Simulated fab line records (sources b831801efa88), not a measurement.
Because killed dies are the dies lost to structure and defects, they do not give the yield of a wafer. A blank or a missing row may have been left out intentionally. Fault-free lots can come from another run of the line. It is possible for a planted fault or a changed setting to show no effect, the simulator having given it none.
The tool behind it: which one? -- flow gf180mcu -- 11 lots with 33 wafers sampled at 7 steps, on a route of 602 steps

== WHAT THE GAUGES READ, wafer by wafer ==
GF_V4_THK_MEAS_03.
lot,measured,on,V4_CVD_02_THK (nm)
L522,day 23 16:23,film_metro-03,847 857 860
L523,day 23 20:38,film_metro-01,852 852 837
L524,day 24 07:13,film_metro-03,843 847 855
L526,day 24 21:42,film_metro-02,837 865 858
L527,day 25 00:59,film_metro-01,833 856 853
L532,day 27 04:50,film_metro-03,855 860 853
L533,day 27 09:25,film_metro-01,855 858 861
L535,day 27 22:26,film_metro-02,865 863 862
L542,day 29 17:35,film_metro-01,833 848 855
L543,day 30 01:09,film_metro-01,826 855 849
L545,day 30 15:59,film_metro-02,865 851 873

GF_V4_RS_MEAS_24: measurement is done with a four-point probe.
lot,measured,on,V4_W_RS (ohm/sq)
L522,day 24 16:49,film_metro-02,0.334 0.328 0.336
L523,day 24 20:25,film_metro-02,0.326 0.324 0.322
L524,day 25 07:01,film_metro-02,0.326 0.323 0.321
L526,day 25 20:20,film_metro-02,0.328 0.330 0.327
L527,day 25 23:07,film_metro-01,0.334 0.331 0.334
L532,day 28 02:59,film_metro-01,0.331 0.328 0.333
L533,day 28 06:16,film_metro-02,0.331 0.333 0.726
L535,day 28 19:52,film_metro-02,0.713 0.326 0.702
L542,day 30 13:19,film_metro-01,0.328 0.325 0.330
L543,day 30 20:52,film_metro-03,0.329 0.324 0.325
L545,day 31 10:46,film_metro-02,0.330 0.334 0.327

GF_V4_THK_MEAS_25: measures by xrf.
lot,measured,on,V4_W_THK (nm)
L522,day 24 16:55,film_metro-02,338 342 334
L523,day 24 20:30,film_metro-02,344 347 350
L524,day 25 07:08,film_metro-02,345 349 352
L526,day 25 20:26,film_metro-02,342 343 344
L527,day 25 23:14,film_metro-01,336 339 338
L532,day 28 03:05,film_metro-01,338 339 335
L533,day 28 06:23,film_metro-02,339 336 156
L535,day 28 19:57,film_metro-02,160 345 162
L542,day 30 13:26,film_metro-01,335 340 333
L543,day 30 20:58,film_metro-03,347 350 349
L545,day 31 10:52,film_metro-02,343 337 344

GF_MIM_THK_MEAS_06.
lot,measured,on,MIM_CVD_05_THK (nm)
L522,day 24 17:32,film_metro-02,42.1 42.6 42.9
L523,day 24 21:07,film_metro-03,41.5 41.9 42.1
L524,day 25 07:45,film_metro-04,42.2 41.8 42.4
L526,day 25 21:02,film_metro-04,41.3 41.8 42.2
L527,day 25 23:50,film_metro-03,41.2 42.5 42.7
L532,day 28 03:41,film_metro-02,41.3 41.8 42.6
L533,day 28 06:59,film_metro-02,41.5 42.5 42.0
L535,day 28 20:34,film_metro-03,42.1 41.9 42.2
L542,day 30 14:02,film_metro-04,40.9 41.6 41.9
L543,day 30 21:35,film_metro-03,41.0 42.1 42.0
L545,day 31 11:29,film_metro-03,42.4 42.4 42.4

== WHICH TOOL RAN EACH LOT (tool, then ch and the chambers of the sampled wafers, then the start) ==
lot,GF_V4_ETCH_16,GF_V4_CVD_23,GF_V4_CMP_26
L522,"rie_diel-04 ch 0,1, day 24 15:29","cvd_w-02 ch 0,1, day 24 16:42","cmp-02 ch 0,1,3, day 24 16:57"
L523,"rie_diel-02 ch 0,1,3, day 24 19:08","cvd_w-01 ch 0,1, day 24 20:17","cmp-02 ch 0,1, day 24 20:32"
L524,"rie_diel-02 ch 0,1,2, day 25 06:07","cvd_w-01 ch 0,1, day 25 06:54","cmp-01 ch 0,1,3, day 25 07:11"
L526,"rie_diel-04 ch 1,2, day 25 19:23","cvd_w-02 ch 0,1, day 25 20:13","cmp-02 ch 0,1,3, day 25 20:28"
L527,"rie_diel-01 ch 2,3, day 25 22:14","cvd_w-01 ch 1, day 25 23:00","cmp-02 ch 0,1,2, day 25 23:20"
L532,"rie_diel-01 ch 0,1,2, day 28 02:02","cvd_w-01 ch 0,1, day 28 02:52","cmp-02 ch 1,2, day 28 03:10"
L533,"rie_diel-04 ch 0,1,2, day 28 05:23","cvd_w-01 ch 0,1, day 28 06:08","cmp-01 ch 1,2,3, day 28 06:29"
L535,"rie_diel-02 ch 1,2,3, day 28 18:56","cvd_w-01 ch 0,1, day 28 19:44","cmp-02 ch 0,3, day 28 19:59"
L542,"rie_diel-01 ch 0,1,3, day 30 12:25","cvd_w-02 ch 0,1, day 30 13:11","cmp-02 ch 0,1, day 30 13:32"
L543,"rie_diel-01 ch 1,2,3, day 30 19:52","cvd_w-02 ch 0,1, day 30 20:44","cmp-02 ch 0,2, day 30 21:01"
L545,"rie_diel-04 ch 0,1, day 31 09:50","cvd_w-01 ch 0,1, day 31 10:38","cmp-02 ch 0,3, day 31 10:56"
- GF_V4_ETCH_16: etches BARC in N2/H2.
- GF_V4_CVD_23: deposits W, target thk 350 nm, time 104.9 s.
- GF_V4_CMP_26: polishes, stops on SiO2, t overpolish 15 s, target thk 0 nm.

== WHAT THE TOOLS THEMSELVES READ (means of the sampled wafers that have a number; where no wafer has one, the mark that the record gives instead) ==
GF_V4_ETCH_16.
lot,tool,drypump_motor_current_A (A),h2_flow_sccm (sccm),oes_product_au (a.u.),throttle_valve_pct (%)
L522,rie_diel-04,5.9,199.9,0.854,13.222
L523,rie_diel-02,5.9,199.5,0.857,13.226
L524,rie_diel-02,6.1,200.3,0.857,13.222
L526,rie_diel-04,6.1,200.6,0.857,13.225
L527,rie_diel-01,5.9,200.0,0.855,13.226
L532,rie_diel-01,5.4,199.6,0.861,13.222
L533,rie_diel-04,6.0,200.3,0.854,13.226
L535,rie_diel-02,6.1,200.3,0.855,13.224
L542,rie_diel-01,5.7,199.7,0.851,13.221
L543,rie_diel-01,5.6,199.7,0.855,13.228
L545,rie_diel-04,5.9,199.7,0.856,13.227

GF_V4_CVD_23.
lot,tool,chamber_pressure_Torr (Torr),heater_power_w (W)
L522,cvd_w-02,40.12,852
L523,cvd_w-01,40.04,936
L524,cvd_w-01,39.92,948
L526,cvd_w-02,39.97,818
L527,cvd_w-01,40.07,1045
L532,cvd_w-01,40.02,953
L533,cvd_w-01,40.00,957
L535,cvd_w-01,39.94,848
L542,cvd_w-02,39.87,863
L543,cvd_w-02,39.97,841
L545,cvd_w-01,40.01,852

GF_V4_CMP_26.
lot,tool,motor_current_A (A),time_to_endpoint_s (s)
L522,cmp-02,13.5,84.7
L523,cmp-02,13.3,88.5
L524,cmp-01,10.5,85.5
L526,cmp-02,13.2,88.0
L527,cmp-02,12.8,87.0
L532,cmp-02,12.1,85.7
L533,cmp-01,10.9,67.5
L535,cmp-02,14.3,57.7
L542,cmp-02,13.7,84.1
L543,cmp-02,13.7,85.2
L545,cmp-02,14.5,84.7

== THE ANSWER, worked out from the rows above alone ==
Rule: usual is defined by the lots themselves. Put in order of their means at a reading, lots are off if they are a third of the lots or fewer, leave a main group of 4 or more, and stand apart from it by a gap of 3 or more times the standard deviation of the main group's means; of several such gaps the widest counts. Not used: any main group whose means are identical at the precision the tables above print for the reading. A lot without any number at a reading at which 4 lots or more have one is off too. All remaining lots with rows at the step are treated as sound. The gauges are gone through in route order, then the tools' own readings, and for those a lot's mean is taken as printed above. At the first step where some lot is off, the reading lying furthest off is the one used; lots without a number count as furthest.
Off: L533, L535, at GF_V4_RS_MEAS_24 (V4_W_RS). The main group has a mean of 0.328 ohm/sq with a standard deviation of 0.0033.
If a tool, at a process step before that reading, ran all the lots that are off and no sound lot after the first of them, it fits. The gauges at GF_V4_RS_MEAS_24 aren't tried: what is off there is off at GF_V4_CMP_26 too, on other tools, and a gauge's error can't cause that. No candidate that was tried fits.

== WHAT THE SIMULATOR HAD INSERTED ==
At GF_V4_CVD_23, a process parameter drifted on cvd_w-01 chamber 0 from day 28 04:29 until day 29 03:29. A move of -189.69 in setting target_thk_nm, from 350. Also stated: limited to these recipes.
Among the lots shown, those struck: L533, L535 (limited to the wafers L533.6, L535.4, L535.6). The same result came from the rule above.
